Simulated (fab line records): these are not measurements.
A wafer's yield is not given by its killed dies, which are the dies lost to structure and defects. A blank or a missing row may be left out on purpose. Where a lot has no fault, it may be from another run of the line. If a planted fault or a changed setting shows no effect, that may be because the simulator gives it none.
Matching of chambers | flow sfq-line | 4 sister chambers for SFQ_TRILAYER_I4_VIA_ETCH_VIA_ETCH_106 on rie-diel-03
The step etches SiO2 in CHF3, stops on Nb, target depth 260 nm. 15 wafers are shown with their chamber, then 7 later ones without.

## EACH WAFER AND ITS CHAMBER
wafer  | chamber | drypump-motor-current-A (A) | oes-product-au (a.u.)
L962.1 | 2       | 6.1                         | 0.853
L962.2 | 1       | 4.8                         | 0.847
L962.3 | 0       | 5.8                         | 0.863
L964.1 | 0       | 5.8                         | 0.854
L964.2 | 1       | 4.8                         | 0.861
L964.4 | 3       | 5.1                         | 0.859
L965.1 | 1       | 4.8                         | 0.852
L965.3 | 2       | 6.1                         | 0.855
L965.6 | 0       | 5.8                         | 0.857
L967.1 | 2       | 6.1                         | 0.847
L967.3 | 1       | 4.8                         | 0.862
L967.4 | 3       | 5.1                         | 0.850
L971.1 | 0       | 5.9                         | 0.850
L971.2 | 1       | 4.8                         | 0.854
L971.3 | 2       | 6.1                         | 0.849

SIGNATURES (means of the wafers above)
reading                 | chamber 0 | chamber 1 | chamber 2 | chamber 3 | scatter within a chamber
drypump-motor-current-A | 5.825     | 4.800     | 6.100     | 5.100     | 0.0261
oes-product-au          | 0.85600   | 0.85520   | 0.85100   | 0.85450   | 0.00547
Rule: distance of a wafer from a chamber = root of the sum over the readings of ((wafer's reading minus chamber's mean) / reading's scatter) squared. If the next closest chamber is less than 2 further off than the closest, the wafer can't be placed; otherwise it belongs to the closest. The scatter: take each reading less its chamber's mean, square it, sum over the shown wafers, divide by the number of wafers less the number of chambers, and take the root.

## WAFERS WITH NO CHAMBER GIVEN
wafer  | drypump-motor-current-A (A) | oes-product-au (a.u.)
L973.2 | 5.8                         | 0.859
L973.3 | 5.1                         | 0.855
L973.4 | 6.1                         | 0.863
L974.2 | 5.8                         | 0.856
L974.3 | 6.1                         | 0.858
L974.4 | 6.1                         | 0.853
L978.6 | 5.1                         | 0.855

## CHAMBER TAKEN BY EACH
wafer  | from the rows above | in truth
L973.2 | 0                   | 0
L973.3 | 3                   | 3
L973.4 | 2                   | 2
L974.2 | 0                   | 0
L974.3 | 2                   | 2
L974.4 | 2                   | 2
L978.6 | 3                   | 3
Correctly placed: 7 of 7. From these rows, 0 cannot be placed. Placed wrongly: 0.
